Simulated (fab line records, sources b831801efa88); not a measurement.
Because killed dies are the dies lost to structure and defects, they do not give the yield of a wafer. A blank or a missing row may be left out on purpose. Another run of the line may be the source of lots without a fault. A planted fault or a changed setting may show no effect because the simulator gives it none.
fab line records    flow sky130
[record] lots = 11  wafers = 33  last_day = 49
route steps=708 shown POLY_GATE@204 METAL1@438 VIA1@459
lots that met no fault: taken from a fault-free run of the same line
start_h: start of the lot's first displayed wafer, in hours after the record's first day    wait_h: time in hours since the lot's previous step    " repeats the value in the row above    L1.1+2: several wafers, shown together as one row    - value missing, or start not given    * or withheld: withheld    < > ~ a bound
route shown NAME@n: a module of which the file shows steps, and the number in the route of the first    usual: average and standard deviation across the fault-free wafers    same: alike in all rows    chamber/n: place in a boat    sites: each site's reading    _std_site: their standard deviation    _edge_site: inner sites' mean taken away from outer sites' mean    radius_mm: for every site, how far away it sits from the centre of the wafer    mask NAME#n: copy n    behind: the tool/chamber that last shaped the wafer    hold: cause of the lot's hold/its duration in hours/its outcome    device: transistor that didn't switch, given as n, p or np    end of line: the tests these same wafers got at the end of their route    step lacking rows: just its recipe    killed: not the wafer's yield, but the dies lost to structure and defects at the first sort    map: dies across one wafer; x = killed, . = not, _ = none there
set.NAME: the run value of the setting; set.NAME@STEP: its run value at that earlier step    model.NAME: the simulator's own value behind a step, which no gauge read
the route's steps for a sample of lots (tables are steps, rows are wafers)
services: from which hour (start_h, from the record's first day; less than 0 if before it) a tool's chamber was out of use, for how many hours, and why
[[steps]]
[step SKY_POLY_GATE_CVD_00]
[recipe] material = poly-Si  target_thk_nm = 180  temp_c = 620  time_s = 720  pressure_mtorr = 200
[usual] spike_tc_bottom_C = 643.3/1.7  spike_tc_centre_C = 620.2/1.1  spike_tc_lower_C = 619.7/1  spike_tc_top_C = 640.8/2  spike_tc_upper_C = 618.1/0.95  susceptor_temp_C = 619.97/0.28
lot.wafer  tool      chamber  start_h  wait_h  spike_tc_bottom_C  spike_tc_centre_C  spike_tc_lower_C  spike_tc_top_C  spike_tc_upper_C  susceptor_temp_C
L139.3     lpcvd-01  0        313.67   0.0     644.3              619.8              620.7             637.1           619.1             619.75
L139.5     "         0        "        "       644.9              622.6              619.3             638.9           616.8             620.75
L139.6     "         0        "        "       643.6              621.3              620.0             641.0           617.8             620.66
L140.2     lpcvd-01  0        315.35   0.0     644.6              621.7              619.8             637.6           619.2             619.50
L140.3     "         0        "        "       646.9              620.6              620.2             638.7           619.1             619.64
L140.4     "         0        "        "       645.8              621.4              620.2             639.4           619.8             619.55
L141.2     lpcvd-01  0        325.10   0.0     644.6              621.0              618.6             637.6           617.3             620.18
L141.3     "         0        "        "       644.7              620.3              618.7             640.0           619.2             619.59
L141.6     "         0        "        "       643.6              620.1              622.0             639.3           617.4             619.80
L142.1     lpcvd-01  1        333.30   0.0     642.5              618.6              618.5             643.3           618.2             620.33
L142.4     "         1        "        "       642.7              620.7              619.3             640.8           617.4             619.87
L142.6     "         1        "        "       640.5              618.4              619.2             642.1           618.9             620.49
L143.2     lpcvd-01  0        338.28   0.0     645.3              619.8              618.3             639.4           618.4             620.20
L143.5     "         0        "        "       644.4              621.3              618.5             637.7           618.2             619.83
L143.6     "         0        "        "       644.0              619.5              619.2             639.2           617.8             620.10
L144.1     lpcvd-01  1        350.77   0.0     642.7              619.8              618.0             642.5           617.1             619.90
L144.3     "         1        "        "       641.4              620.1              619.8             643.6           618.5             619.88
L144.6     "         1        "        "       641.7              619.9              619.1             642.0           616.9             619.46
L145.2     lpcvd-01  0        359.86   0.0     644.8              621.9              620.3             638.3           618.4             619.60
L145.4     "         0        "        "       642.6              622.6              620.3             639.1           620.6             619.89
L145.6     "         0        "        "       645.6              622.0              618.1             640.5           617.9             620.01
L146.1     lpcvd-01  0        365.80   0.0     645.1              620.7              620.1             639.6           619.4             619.96
L146.4     "         0        "        "       645.2              621.1              618.9             640.5           616.9             620.25
L146.5     "         0        "        "       643.7              621.2              620.1             639.6           619.6             619.70
L147.2     lpcvd-01  1        375.60   0.0     641.9              620.6              620.2             643.5           617.5             620.26
L147.3     "         1        "        "       641.4              618.8              617.9             641.5           618.3             619.97
L147.6     "         1        "        "       642.4              618.2              619.7             642.9           620.2             619.96
L155.1     lpcvd-01  1        449.17   0.0     654.5              631.1              631.2             654.5           629.9             631.78
L155.2     "         1        "        "       652.1              631.0              630.6             653.7           630.5             631.71
L155.3     "         1        "        "       654.5              632.4              631.5             652.7           629.0             631.88
L159.1     lpcvd-01  0        477.17   0.0     645.0              619.3              620.9             639.3           617.2             619.95
L159.4     "         0        "        "       646.9              619.8              618.2             638.3           617.8             620.00
L159.6     "         0        "        "       646.0              620.9              620.6             637.4           617.9             620.14
[step SKY_POLY_GATE_THK_MEAS_01]
[recipe] reads = poly-Si_of_POLY_GATE_CVD_00
[usual] POLY_GATE_CVD_00_THK = 180.5/1.1
lot.wafer  tool           chamber  start_h  wait_h  hold                      POLY_GATE_CVD_00_THK[nm]
L139.3     film_metro-04  -        314.89   0.0     -                         180.8
L139.5     "              -        "        "       -                         179.8
L139.6     "              -        "        "       -                         179.7
L140.2     film_metro-04  -        316.56   0.0     -                         179.4
L140.3     "              -        "        "       -                         180.3
L140.4     "              -        "        "       -                         179.4
L141.2     film_metro-02  -        326.31   0.0     -                         179.6
L141.3     "              -        "        "       -                         181.5
L141.6     "              -        "        "       -                         181.4
L142.1     film_metro-02  -        334.50   0.0     -                         180.5
L142.4     "              -        "        "       -                         180.5
L142.6     "              -        "        "       -                         180.8
L143.2     film_metro-01  -        339.49   0.0     -                         181.7
L143.5     "              -        "        "       -                         182.2
L143.6     "              -        "        "       -                         180.1
L144.1     film_metro-04  -        351.97   0.0     -                         181.6
L144.3     "              -        "        "       -                         183.3
L144.6     "              -        "        "       -                         182.7
L145.2     film_metro-04  -        361.67   0.0     -                         178.7
L145.4     "              -        "        "       -                         180.8
L145.6     "              -        "        "       -                         180.0
L146.1     film_metro-02  -        367.60   0.0     -                         180.0
L146.4     "              -        "        "       -                         180.3
L146.5     "              -        "        "       -                         179.7
L147.2     film_metro-02  -        376.81   0.0     -                         179.5
L147.3     "              -        "        "       -                         178.6
L147.6     "              -        "        "       -                         179.6
L155.1     film_metro-04  -        450.37   0.0     await_dispo/0.2h/release  235.3
L155.2     "              -        "        "       await_dispo/0.2h/release  236.5
L155.3     "              -        "        "       await_dispo/0.2h/release  236.3
L155.1     film_metro-04  -        450.60   0.2     -                         235.6
L155.2     "              -        "        "       -                         236.6
L155.3     "              -        "        "       -                         236.6
L159.1     film_metro-01  -        478.37   0.0     -                         180.2
L159.4     "              -        "        "       -                         181.3
L159.6     "              -        "        "       -                         182.1
[step SKY_METAL1_SPUTTER_04]
[recipe] material = TiN  target_thk_nm = 70  power_w = 6500  time_s = 58.3  chamber_pressure_pa = 0.4
[usual] throttle_valve_pct = 30.3/0.84
lot.wafer  tool            chamber  start_h  wait_h  throttle_valve_pct
L139.3     pvd_sputter-03  -        735.30   0.0     30.4
L139.5     "               -        "        "       30.3
L139.6     "               -        "        "       29.1
L140.2     pvd_sputter-04  -        741.90   0.0     30.7
L140.3     "               -        "        "       29.6
L140.4     "               -        "        "       30.4
L141.2     pvd_sputter-01  -        746.32   0.0     30.1
L141.3     "               -        "        "       29.4
L141.6     "               -        "        "       29.1
L142.1     pvd_sputter-03  -        755.91   0.0     30.3
L142.4     "               -        "        "       31.4
L142.6     "               -        "        "       30.5
L143.2     pvd_sputter-03  -        770.34   0.0     30.3
L143.5     "               -        "        "       30.1
L143.6     "               -        "        "       29.1
L144.1     pvd_sputter-01  -        773.67   0.0     30.1
L144.3     "               -        "        "       32.2
L144.6     "               -        "        "       30.0
L145.2     pvd_sputter-04  -        788.59   0.0     30.4
L145.4     "               -        "        "       30.5
L145.6     "               -        "        "       30.6
L146.1     pvd_sputter-04  -        791.82   0.0     29.7
L146.4     "               -        "        "       30.1
L146.5     "               -        "        "       30.2
L147.2     pvd_sputter-03  -        798.37   0.0     31.0
L147.3     "               -        "        "       30.3
L147.6     "               -        "        "       29.0
L159.1     pvd_sputter-01  -        885.79   0.0     29.2
L159.4     "               -        "        "       30.4
L159.6     "               -        "        "       32.1
[step SKY_VIA1_THK_MEAS_01]
[recipe] reads = SiO2_of_VIA1_HDPCVD_00
[usual] VIA1_HDPCVD_THK = 1032/7.6
lot.wafer  tool           chamber  start_h  wait_h  VIA1_HDPCVD_THK[nm]
L139.3     film_metro-04  -        763.11   0.1     1035
L139.5     "              -        "        "       1035
L139.6     "              -        "        "       1038
L140.2     film_metro-01  -        770.64   0.1     1044
L140.3     "              -        "        "       1024
L140.4     "              -        "        "       1031
L141.2     film_metro-01  -        774.44   0.1     1024
L141.3     "              -        "        "       1032
L141.6     "              -        "        "       1031
L142.1     film_metro-04  -        784.28   0.1     1032
L142.4     "              -        "        "       1045
L142.6     "              -        "        "       1040
L143.2     film_metro-02  -        798.34   0.1     1027
L143.5     "              -        "        "       1031
L143.6     "              -        "        "       1038
L144.1     film_metro-04  -        801.94   0.1     1035
L144.3     "              -        "        "       1035
L144.6     "              -        "        "       1039
L145.2     film_metro-02  -        816.65   0.1     1032
L145.4     "              -        "        "       1032
L145.6     "              -        "        "       1030
L146.1     film_metro-02  -        819.88   0.1     1047
L146.4     "              -        "        "       1035
L146.5     "              -        "        "       1040
L147.2     film_metro-04  -        825.99   0.1     1036
L147.3     "              -        "        "       1038
L147.6     "              -        "        "       1023
L159.1     film_metro-04  -        912.35   0.1     1024
L159.4     "              -        "        "       1024
L159.6     "              -        "        "       1025
[step SKY_VIA1_BOW_MEAS_03]
[recipe] mode = bow
[usual] VIA1_BOW = 78/6.5
lot.wafer  tool           chamber  start_h  wait_h  VIA1_BOW[um]
L139.3     film_metro-04  -        763.49   0.2     85
L139.5     "              -        "        "       96
L139.6     "              -        "        "       86
L140.2     film_metro-02  -        771.01   0.1     80
L140.3     "              -        "        "       77
L140.4     "              -        "        "       81
L141.2     film_metro-01  -        774.81   0.2     88
L141.3     "              -        "        "       80
L141.6     "              -        "        "       74
L142.1     film_metro-04  -        784.64   0.2     79
L142.4     "              -        "        "       82
L142.6     "              -        "        "       79
L143.2     film_metro-04  -        798.71   0.1     77
L143.5     "              -        "        "       72
L143.6     "              -        "        "       79
L144.1     film_metro-04  -        802.30   0.2     87
L144.3     "              -        "        "       77
L144.6     "              -        "        "       82
L145.2     film_metro-02  -        817.02   0.2     76
L145.4     "              -        "        "       79
L145.6     "              -        "        "       71
L146.1     film_metro-02  -        820.24   0.2     75
L146.4     "              -        "        "       80
L146.5     "              -        "        "       67
L147.2     film_metro-04  -        826.36   0.1     73
L147.3     "              -        "        "       80
L147.6     "              -        "        "       79
L159.1     film_metro-01  -        916.30   0.2     74
L159.4     "              -        "        "       75
L159.6     "              -        "        "       74
[[services]]
tool            chamber  start_h  hours  kind
pvd_sputter-01  -        327.68   0.5    repair
pvd_sputter-04  0        330.45   -      consumable_replace:kit
pvd_sputter-04  0        330.45   18.0   scheduled_down
pvd_sputter-04  0        330.45   18.0   vent_cycle
pvd_sputter-01  -        343.89   1.1    repair
pvd_sputter-04  -        359.11   5.5    repair
lpcvd-01        -        381.85   1.3    repair
pvd_sputter-03  1        449.46   -      consumable_replace:kit
pvd_sputter-03  1        449.46   18.0   scheduled_down
pvd_sputter-03  1        449.46   18.0   vent_cycle
pvd_sputter-01  -        484.96   7.4    repair
pvd_sputter-04  -        486.91   2.7    repair
pvd_sputter-01  -        519.88   1.1    repair
lpcvd-01        -        541.93   2.8    pm
pvd_sputter-01  -        543.94   1.3    repair
pvd_sputter-01  -        547.93   4.4    repair
lpcvd-01        -        548.42   6.0    pm
pvd_sputter-01  2        559.30   -      consumable_replace:kit
pvd_sputter-03  -        622.37   1.2    repair
pvd_sputter-03  0        735.35   -      consumable_replace:kit
pvd_sputter-03  0        735.35   18.0   scheduled_down
pvd_sputter-03  0        735.35   18.0   vent_cycle
pvd_sputter-04  -        756.93   0.7    repair
pvd_sputter-04  -        839.20   1.4    repair
[[key]]
[first_sign] step = SKY_POLY_GATE_CVD_00  reading = susceptor_temp_C  direction = up  sigmas = 42  usual = *  struck = *
[effect] step = SKY_POLY_GATE_CVD_00  reading = spike_tc_upper_C  direction = up  sigmas = 12  usual = 618.1  struck = 629.8
[effect] step = SKY_POLY_GATE_THK_MEAS_01  reading = visit  direction = added
[effect] step = SKY_POLY_GATE_THK_MEAS_01  reading = POLY_GATE_CVD_00_THK  direction = up  sigmas = 48  usual = 180.5  struck = 236.1
met_at SKY_POLY_GATE_CVD_00
struck_lots L155
struck_wafers L155.1,L155.2,L155.3
scrapped_behind SKY_POLY_GATE_THK_MEAS_01 L155.1,L155.2,L155.3
not_acting_at SKY_METAL1_SPUTTER_04,SKY_VIA1_THK_MEAS_01,SKY_VIA1_BOW_MEAS_03
onset_between 375.60 449.17
[fault] kind = process_parameter_drift  tool = lpcvd-01  chamber = 1  onset_h = 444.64  steps = SKY_POLY_GATE_CVD_00  channel = temp_c  offset = *  shape = step  end_h = 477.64  stated = *
